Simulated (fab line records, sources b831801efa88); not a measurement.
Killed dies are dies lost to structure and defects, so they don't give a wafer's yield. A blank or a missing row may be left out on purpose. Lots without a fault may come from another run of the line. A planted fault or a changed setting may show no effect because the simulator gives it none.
Which tool did it? | flow sky130 | 6 lots, 18 wafers sampled, at 3 steps of a route of 708

WHAT THE GAUGES READ, wafer by wafer
SKY_LI_CONTACT_CD_MEAS_12: target cd 170 nm.
lot  | measured     | on        | cd_nm (nm)
L588 | day 30 04:09 | cd_sem-02 | 168.8 168.9 168.6
L591 | day 30 14:34 | cd_sem-02 | 171.5 171.6 171.2
L593 | day 31 01:49 | cd_sem-02 | 168.8 171.0 170.0
L603 | day 35 03:19 | cd_sem-01 | 165.9 144.3 167.6
L602 | day 35 05:01 | cd_sem-01 | 164.8 153.3 165.5
L607 | day 35 21:20 | cd_sem-02 | 171.2 169.0 170.9

WHICH TOOL RAN EACH LOT (tool, then ch and the chambers of the sampled wafers, then the start)
lot  | SKY_POLY_CUT_STRIP_12                | SKY_LI_CONTACT_EXPOSE_09
L588 | plasma_asher-02 ch 0,1, day 25 08:17 | krf_scanner-01 ch 0, day 29 13:40
L591 | plasma_asher-02 ch 0,1, day 25 18:20 | krf_scanner-02 ch 0, day 30 01:43
L593 | plasma_asher-04 ch 0,1, day 26 07:05 | krf_scanner-01 ch 0, day 30 12:20
L603 | plasma_asher-03 ch 0,1, day 30 12:55 | krf_scanner-02 ch 0, day 34 13:49
L602 | plasma_asher-03 ch 0,1, day 30 13:32 | krf_scanner-02 ch 0, day 34 16:01
L607 | plasma_asher-04 ch 0,1, day 31 07:10 | krf_scanner-01 ch 0, day 35 07:54
- SKY_POLY_CUT_STRIP_12: strips in O2/N2.
- SKY_LI_CONTACT_EXPOSE_09: exposes mask LICM1, target cd 170 nm.

THE ANSWER, worked out from the rows above alone
Rule: what is usual is taken from the lots themselves. Put in order of their means at a reading, lots are off if they are a third of the lots or fewer, leave a main group of 4 or more, and stand apart from it by a gap of 3 or more times the standard deviation of the main group's means; of several such gaps the widest counts. A main group whose means are all the same, to the digits that the tables above print for the reading, isn't used. A lot without any number at a reading at which 4 lots or more have one is off too. The other lots that the step has rows for count as sound.
Off: L603, L602, at SKY_LI_CONTACT_CD_MEAS_12 (cd_nm). The main group: mean 170.1 nm, standard deviation 0.96.
A tool fits if, at a process step before that reading, it ran every lot that is off, and no sound lot after the first of them. The gauges at SKY_LI_CONTACT_CD_MEAS_12 are tried like those tools. Can't be told from this: 3 tools fit, plasma_asher-03 at SKY_POLY_CUT_STRIP_12, krf_scanner-02 at SKY_LI_CONTACT_EXPOSE_09, cd_sem-01 at SKY_LI_CONTACT_CD_MEAS_12.

WHAT THE SIMULATOR HAD PUT IN
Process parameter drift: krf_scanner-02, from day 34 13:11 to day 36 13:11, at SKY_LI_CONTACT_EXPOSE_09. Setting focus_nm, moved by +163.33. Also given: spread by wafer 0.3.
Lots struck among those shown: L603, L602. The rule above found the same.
